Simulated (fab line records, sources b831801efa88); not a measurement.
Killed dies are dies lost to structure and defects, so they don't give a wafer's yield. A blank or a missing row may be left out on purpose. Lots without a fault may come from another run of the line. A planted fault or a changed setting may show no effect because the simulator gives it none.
A struck lot beside a sound one | flow sky130 | 18 steps out of a route of 708
Sound: wafers L648.1, L648.2, L648.3. Struck: wafer L658.2. (L658.4, L658.5 of the same lot were not struck and are left out.) The cause comes at the end.
At each step with rows: each side's tool, then ch and its chambers, then its first start. Under that, the readings that differ: sound wafers | struck wafers | difference of the means | sigmas: that difference in standard deviations of wafers without a fault.
alike: readings whose means differ by less than 2 such deviations, and words and numbers that are the same on both sides. not compared: withheld readings, readings that some wafer has no value for, bounds like >300 that may hide the same value, and numbers for which the record gives no deviation and whose values overlap.
The two part at a step that has a row with sigmas, a row that says differs or no value, or rows on one side only. Numbers that don't overlap but have no deviation are shown without sigmas and don't part them. A reading that every wafer of one side lacks parts them only if that side has two wafers or more.

first, 2 steps without rows for these wafers: SKY_METAL2_CLEAN_23 (cleans in O3/DIW); SKY_VIA2_HDPCVD_00 (deposits SiO2, target thk 1180 nm, time 196.7 s).
SKY_VIA2_THK_MEAS_01:
  sound on film_metro-01, day 37 16:53; struck on film_metro-01, day 40 16:47
  alike: VIA2_HDPCVD_THK
SKY_VIA2_CMP_02: polishes SiO2.
  sound on cmp-02 ch 1,2,3, day 37 16:57; struck on cmp-01 ch 0, day 40 17:06
  alike: head_pressure_psi, motor_current_A
SKY_VIA2_BOW_MEAS_03:
  sound on film_metro-04, day 37 17:15; struck on film_metro-04, day 40 17:22
  alike: VIA2_BOW
then, 7 steps without rows for these wafers: SKY_VIA2_DEHYDRATE_04 (time 60 s); SKY_VIA2_HMDS_05 (prime time 60 s); SKY_VIA2_COAT_06 (resist thk 60 nm); SKY_VIA2_COAT_07 (resist thk 450 nm); SKY_VIA2_SOFTBAKE_08 (time 90 s); SKY_VIA2_EXPOSE_09 (exposes mask VIM2, target cd 200 nm); SKY_VIA2_PEB_10.
SKY_VIA2_DEVELOP_11: develop time 60 s.
  sound on litho_track-02 ch 0, day 38 19:00; struck on litho_track-02 ch 0, day 41 16:00
  alike: resist_line_temp_C
SKY_VIA2_CD_MEAS_12: target cd 200 nm.
  sound on cd_sem-02, day 38 19:31; struck on cd_sem-02, day 41 16:57
  alike: cd_nm
SKY_VIA2_OVL_MEAS_13:
  sound on overlay-02, day 38 19:38; struck on overlay-02, day 41 17:03
  alike: VIA2_OVL
SKY_VIA2_ETCH_14: etches BARC in N2/H2, stops on SiO2, time 45.9 s, target depth 60 nm.
  sound on rie_diel-02 ch 1,2,3, day 38 19:41; struck on rie_diel-01 ch 0, day 41 17:05
  reading                | sound                | struck | difference | sigmas
  rf_hours_counter_h (h) | 10 16 4              | 19     | +9         |
  throttle_valve_pct (%) | 13.218 13.225 13.218 | 13.241 | +0.021     | +2
  model.VIA2.cd_nm (nm)  | 198.4 199.6 197.7    | 197.4  | -1.2       |
  alike: drypump_motor_current_A, oes_product_au
SKY_VIA2_ETCH_15: etches SiO2 in C4F8/O2/Ar, stops on TiN, target depth 546 nm, time 84 s.
  sound on rie_diel-02 ch 1,2,3, day 38 19:43; struck on rie_diel-01 ch 0, day 41 17:07
  reading                | sound   | struck | difference | sigmas
  rf_hours_counter_h (h) | 10 16 4 | 19     | +9         |
  alike: oes_product_au
-- the record jumps here: 8 days lie between the struck wafers' starts before and after (it left off in module VIA2 and takes up again in module PAD_OPEN, whose first step shown is number 708 of the route) --
SKY_PAD_OPEN_PROBE_99:
  sound on prober-01, day 47 20:16; struck on prober-01, day 50 00:35
  alike: defect_limited_yield, killed_at_M0_to_M3, killed_at_M4_up, killed_at_contacts, killed_at_front_end, killed_at_other, killed_dies, killed_on_rim, killed_open, killed_short, sort_bin_3_pad_short, sort_bin_5_function, sort_bin_6_memory, sort_n_pass, sort_yield_pct

WHERE THEY PART
Only at SKY_VIA2_ETCH_14, within this record. Later steps at which nothing parts them and some readings are alike: SKY_VIA2_ETCH_15, SKY_PAD_OPEN_PROBE_99.

WHY: what the simulator had put in
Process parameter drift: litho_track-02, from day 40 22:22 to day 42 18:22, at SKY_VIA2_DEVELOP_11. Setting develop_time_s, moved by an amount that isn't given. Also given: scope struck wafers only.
